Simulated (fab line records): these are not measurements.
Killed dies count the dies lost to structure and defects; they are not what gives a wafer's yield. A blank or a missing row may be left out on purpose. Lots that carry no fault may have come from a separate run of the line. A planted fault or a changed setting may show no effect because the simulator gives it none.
Code-filled problem report in 8D (eight disciplines) form	flow sky130	the parts of the form that need people (team, actions taken, sign-off) are left out

== 1. PROBLEM STATEMENT ==
At SKY_CONTACT_SOFTBAKE_10, run_length_s averages 107.25 s over 6 wafers from 2 lots, while fault-free wafers read 119.15 s, standard deviation 0.21. That is -57 standard deviations from the usual mean.
The step: time 90 s.
First observed at day 35 09:00: wafer L460.1, on litho_track-04. The record has a number at this step for 42 wafers belonging to 14 lots. By rule, "out" or "out of limits" means more than 4 standard deviations away from the usual mean. Any other wafer with a number is counted as sound.

== 2. WHAT IT IS; WHAT IT IS NOT ==
question	is	is not
which readings at this step	run_length_s, heater_power_total_W	-
which lots	L460, L464	L447, L448, L450, L453, L454, L455, L456, L458, L459, L466, L468, L469
which wafers of those lots	all that have a number	-
read on which tools	litho_track-04	litho_track-02, litho_track-03
when	from day 35 09:00	up to then (27 sound wafers); but 9 sound wafers of L466, L468, L469 came after

== 3. SUSPECTS, AND WHAT RULES EACH OUT ==
Counting: any tool at a process step up to the reading is kept as a suspect provided that every lot that is out went through it and no sound lot did after the first of them.
- litho_track-04 at SKY_CONTACT_SOFTBAKE_10 (time 90 s): kept. All lots that are out passed through it, beginning with L460 at day 35 09:00, and no sound lot followed; its final sound lot before that point was L456 at day 34 11:00. Its own heater_power_total_W, run_length_s readings are out on those wafers.
The count leaves litho_track-04 at SKY_CONTACT_SOFTBAKE_10.

== 4. THE CAUSE (what the simulator had put in) ==
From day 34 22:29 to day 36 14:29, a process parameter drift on litho_track-04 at SKY_CONTACT_SOFTBAKE_10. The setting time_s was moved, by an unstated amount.
This tool alone remained once counting was done.

== 5. THE EFFECT CHAIN, in route order ==
Each row: a reading where the mean over the struck wafers with a number is more than 3 standard deviations away from the usual. Only readings for which the record gives a usual standard deviation are gone through. hours: the time from each lot's start at the first step in this table that gives one to its start at this step, as a median over the lots. sigmas: the change in usual standard deviations.
hours	step	reading	usual	on struck wafers	change	sigmas
0	SKY_CONTACT_SOFTBAKE_10	heater_power_total_W	57.36 W	60.06	+2.70	+25
0	SKY_CONTACT_SOFTBAKE_10	run_length_s	119.15 s	107.25	-11.90	-57
The process steps in it:
- SKY_CONTACT_SOFTBAKE_10: time 90 s.

== 6. HOW IT WOULD HAVE BEEN CAUGHT EARLIER ==
First out-of-limits reading in this record: day 35 09:00, which is 11 hours after fault onset at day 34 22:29.
